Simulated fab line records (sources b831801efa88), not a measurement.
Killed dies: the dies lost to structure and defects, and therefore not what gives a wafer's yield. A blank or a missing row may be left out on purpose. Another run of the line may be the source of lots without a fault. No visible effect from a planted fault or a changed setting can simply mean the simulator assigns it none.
The tool behind it: which one? | flow gf180mcu | 12 lots with 36 wafers sampled at 4 steps, on a route of 602 steps

WHAT THE GAUGES READ, wafer by wafer
GF_PASSIVATION_THK_MEAS_01.
lot  | measured     | on            | PASSIVATION_CVD_00_THK (nm)
L786 | day 29 05:30 | film-metro-02 | 991 1003 1005
L787 | day 29 05:46 | film-metro-02 | 1009 998 1015
L788 | day 29 17:10 | film-metro-02 | 995 1017 1003
L791 | day 30 14:26 | film-metro-04 | 988 1009 1010
L794 | day 31 11:04 | film-metro-02 | 988 997 1008
L795 | day 31 14:34 | film-metro-01 | 994 989 1030
L798 | day 32 07:34 | film-metro-04 | 1002 1010 1025
L799 | day 32 13:00 | film-metro-02 | 959 967 977
L800 | day 33 01:23 | film-metro-02 | 947 949 957
L804 | day 33 22:06 | film-metro-04 | 981 983 1009
L803 | day 33 23:56 | film-metro-04 | 975 966 981
L805 | day 34 01:13 | film-metro-04 | 982 1002 1007

WHAT TOOL EACH LOT RAN ON (gives the tool, then ch and the chambers of the sampled wafers, and finally the start)
lot  | GF_V5_ETCH_17                                 | GF_V5_SPUTTER_21             | GF_PASSIVATION_CVD_00
L786 | rie-diel-02 ch 1,2,3, day 28 08:23 or earlier | pvd-sputter-02, day 28 08:23 | pecvd-04 ch 1,2, day 29 05:25
L787 | rie-diel-04 ch 1,3, day 28 08:34 or earlier   | pvd-sputter-03, day 28 08:34 | pecvd-04 ch 0,1,2, day 29 05:40
L788 | rie-diel-02 ch 0,1, day 28 19:55 or earlier   | pvd-sputter-02, day 28 19:55 | pecvd-03 ch 1,2, day 29 17:04
L791 | rie-diel-04 ch 0,1,3, day 29 17:49 or earlier | pvd-sputter-01, day 29 17:49 | pecvd-04 ch 1,2, day 30 14:20
L794 | rie-diel-03 ch 0,1,2, day 30 15:30 or earlier | pvd-sputter-01, day 30 15:30 | pecvd-01 ch 0,1,2, day 31 10:59
L795 | rie-diel-03 ch 0,2, day 30 19:21 or earlier   | pvd-sputter-02, day 30 19:21 | pecvd-03 ch 0,2, day 31 14:30
L798 | rie-diel-04 ch 1,2, day 31 13:10 or earlier   | pvd-sputter-02, day 31 13:10 | pecvd-03 ch 0,1, day 32 07:29
L799 | rie-diel-02 ch 0,2, day 31 19:36 or earlier   | pvd-sputter-01, day 31 19:36 | pecvd-03 ch 0,1, day 32 12:55
L800 | rie-diel-02 ch 0,1, day 32 06:57 or earlier   | pvd-sputter-01, day 32 06:57 | pecvd-03 ch 0,2, day 33 01:17
L804 | rie-diel-02 ch 1,2,3, day 33 04:49 or earlier | pvd-sputter-02, day 33 04:49 | pecvd-04 ch 0,1, day 33 22:02
L803 | rie-diel-02 ch 0,1,2, day 33 06:13 or earlier | pvd-sputter-01, day 33 06:13 | pecvd-04 ch 0,1,2, day 33 23:52
L805 | rie-diel-04 ch 1,2,3, day 33 07:06 or earlier | pvd-sputter-01, day 33 07:06 | pecvd-04 ch 1,2, day 34 01:07
- GF_V5_ETCH_17: etches SiO2 in C4F8/O2/Ar, stops on TiN, target depth 855 nm.
- GF_V5_SPUTTER_21: material Ti, target thk 15 nm, time 80.02 s.
- GF_PASSIVATION_CVD_00: deposits SiO2 from TEOS, target thk 1000 nm, time 111.95 s.

AS READ BY THE TOOLS THEMSELVES (means over the sampled wafers that have a number; for cases with no such wafer, the mark the record gives instead)
GF_V5_ETCH_17.
lot  | tool        | oes-product-au (a.u.)
L786 | rie-diel-02 | 0.863
L787 | rie-diel-04 | 0.860
L788 | rie-diel-02 | 0.855
L791 | rie-diel-04 | 0.860
L794 | rie-diel-03 | 0.862
L795 | rie-diel-03 | 0.859
L798 | rie-diel-04 | 0.855
L799 | rie-diel-02 | 0.864
L800 | rie-diel-02 | 0.855
L804 | rie-diel-02 | 0.856
L803 | rie-diel-02 | 0.853
L805 | rie-diel-04 | 0.864

GF_V5_SPUTTER_21.
lot  | tool           | throttle-valve-pct (%)
L786 | pvd-sputter-02 | 29.5
L787 | pvd-sputter-03 | 30.0
L788 | pvd-sputter-02 | 29.9
L791 | pvd-sputter-01 | 29.0
L794 | pvd-sputter-01 | 28.7
L795 | pvd-sputter-02 | 29.6
L798 | pvd-sputter-02 | 29.8
L799 | pvd-sputter-01 | 29.9
L800 | pvd-sputter-01 | 30.1
L804 | pvd-sputter-02 | 29.6
L803 | pvd-sputter-01 | 29.7
L805 | pvd-sputter-01 | 29.0

GF_PASSIVATION_CVD_00.
lot  | tool     | heater-power-w (W) | rf-fwd-power-W (W)
L786 | pecvd-04 | 635                | 597.0
L787 | pecvd-04 | 620                | 594.9
L788 | pecvd-03 | 621                | 596.2
L791 | pecvd-04 | 699                | 595.6
L794 | pecvd-01 | 640                | 596.9
L795 | pecvd-03 | 737                | 597.4
L798 | pecvd-03 | 708                | 597.2
L799 | pecvd-03 | 713                | 500.4
L800 | pecvd-03 | 754                | 499.6
L804 | pecvd-04 | 656                | 593.6
L803 | pecvd-04 | 673                | 593.7
L805 | pecvd-04 | 636                | 596.5

THE ANSWER, worked out from the rows above alone
Rule: the lots themselves supply what counts as usual. Put in order of their means at a reading, lots are off if they are a third of the lots or fewer, leave a main group of 4 or more, and stand apart from it by a gap of 3 or more times the standard deviation of the main group's means; of several such gaps the widest counts. A main group whose means are all the same, to the digits that the tables above print for the reading, isn't used. Also off: a lot with no number at a reading for which 4 or more lots have one. Any other lot the step has rows for is counted as sound. The gauges are gone through in route order, then the tools' own readings, and for those a lot's mean is taken as printed above. The first step at which some lot is off is used, and at that step the reading that is off furthest; a lot without a number counts as furthest.
Off, at GF_PASSIVATION_CVD_00 on rf-fwd-power-W: L799, L800. The main group has a mean of 595.9 W with a standard deviation of 1.3.
A tool fits if, at that step or a process step before it, it ran every lot that is off, and no sound lot after the first of them. GF_V5_ETCH_17 gives no start for some lots, so the hours and the order of its lots are those of GF_V5_SPUTTER_21. One fits: pecvd-03 at GF_PASSIVATION_CVD_00. Its last sound lot is L798 (day 32 07:29), its first lot that is off L799 (day 32 12:55): a fault that began between those two fits.
The tool's own readings at GF_PASSIVATION_CVD_00 bear it out: on the lots that are off they differ by more than 5 times the standard deviation of the sound lots' means. rf-fwd-power-W reads 500.0 W there against 595.9 W on the sound lots.

WHAT WAS PUT IN BY THE SIMULATOR
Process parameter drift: pecvd-03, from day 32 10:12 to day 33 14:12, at GF_PASSIVATION_CVD_00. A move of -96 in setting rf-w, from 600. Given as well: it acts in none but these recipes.
Shown lots that were struck: L799, L800. The rule above found the same.
